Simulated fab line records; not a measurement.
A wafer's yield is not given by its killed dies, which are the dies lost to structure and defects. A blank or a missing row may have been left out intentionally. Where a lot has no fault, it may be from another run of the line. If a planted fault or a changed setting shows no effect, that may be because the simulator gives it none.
Problem report, 8D (eight disciplines) form, completed by code ; flow sky130 ; the parts of the form that need people (team, actions taken, sign-off) are left out

== 1. THE PROBLEM ==
VT_ADJUST_LVTN_TW at SKY_VT_ADJUST_LVTN_TW_MEAS_10 reads a mean of 31.6 on 3 wafers of 1 lot; wafers without a fault read 241.8 with a standard deviation of 2.1. That is -99 or more standard deviations from the usual mean.
Seen first at day 10 15:46 on film metro-03, wafer L686.3. Wafers with a number at this step in the record: 39, from 13 lots. Rule for "out", or "out of limits": more than 4 standard deviations from the usual mean. The rest of the wafers with a number are treated as sound.

== 2. WHAT IT IS, AND WHAT IT ISN'T ==
question;is;is not
which readings at this step;VT_ADJUST_LVTN_TW;-
which lots;L686;L673, L674, L676, L678, L679, L680, L681, L682, L683, L694, L695, L696
which wafers of those lots;all that have a number;-
read on which gauges;film metro-03;film metro-02, film metro-04
when;from day 10 15:46;"up to then (27 sound wafers); but 9 sound wafers of L694, L695, L696 came after"

== 3. THE SUSPECTS, EACH WITH WHAT RULES IT OUT ==
Counting: any tool at a process step up to the reading is kept as a suspect provided that every lot that is out went through it and no sound lot did after the first of them.
- the gauge at SKY_VT_ADJUST_LVTN_TW_MEAS_10: ruled out. All the wafers that are out were read on film metro-03, but those of them that SKY_VT_ADJUST_HVTP_STRIP_10 has rows for are out there too, on other tools.
- plasma asher-01 at SKY_VT_ADJUST_HVTP_STRIP_10 (strips in O2/N2): ruled out as a lasting fault. Following L686 (day 9 15:49), the first lot on it that is out, the sound lots L695, L696 were run on it.
- plasma asher-04 at SKY_VT_ADJUST_LVTN_STRIP_09 (strips in O2/N2): kept. It ran the lot that is out, L686 (day 10 15:41), and no sound lot after that; its last sound lot up to then is L682 (day 9 17:19). Out on those wafers are its own readings of strip time to endpoint s.
Left after counting: plasma asher-04 at SKY_VT_ADJUST_LVTN_STRIP_09.

== 4. THE CAUSE (what the simulator had put in) ==
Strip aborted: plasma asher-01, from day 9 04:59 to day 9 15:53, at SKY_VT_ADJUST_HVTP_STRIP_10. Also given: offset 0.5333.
It was ruled out by counting, in error; the rule expects a fault to strike all lots run on its tool from its start on, and this fault did not.

== 5. SEQUENCE OF EFFECTS, ordered by route ==
Each row: a reading where the mean over the struck wafers with a number is more than 3 standard deviations away from the usual. Only readings whose record carries a usual standard deviation are examined. hours: median over the lots of the time between each lot's start at the first step of this table that gives one and its start at this step. sigmas: the change, counted in usual standard deviations.
hours;step;reading;usual;on struck wafers;change;sigmas
0;SKY_VT_ADJUST_HVTP_STRIP_10;oes product au;0.716 a.u.;0.945;+0.229;+50
24;SKY_VT_ADJUST_LVTN_STRIP_09;strip time to endpoint s;36.91 s;41.09;+4.18;+43
24;SKY_VT_ADJUST_LVTN_TW_MEAS_10;VT_ADJUST_LVTN_TW;241.8;31.6;-210.2;-99 or more
Here are the process steps it includes:
- SKY_VT_ADJUST_HVTP_STRIP_10: strips in O2/N2.
- SKY_VT_ADJUST_LVTN_STRIP_09: strips in O2/N2.
Readings that are blank on the struck wafers while sound wafers have them: strip time to endpoint s at SKY_VT_ADJUST_HVTP_STRIP_10.

== 6. HOW IT WOULD HAVE BEEN CAUGHT EARLIER ==
The first out-of-limits reading at a measuring or inspecting step in this record came at day 10 15:46, 35 hours after the fault's start at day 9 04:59.
The tool's own readings at SKY_VT_ADJUST_HVTP_STRIP_10 were out on every struck wafer that the step has a row for (oes product au): an alarm limit on them would have fired on the first of those.
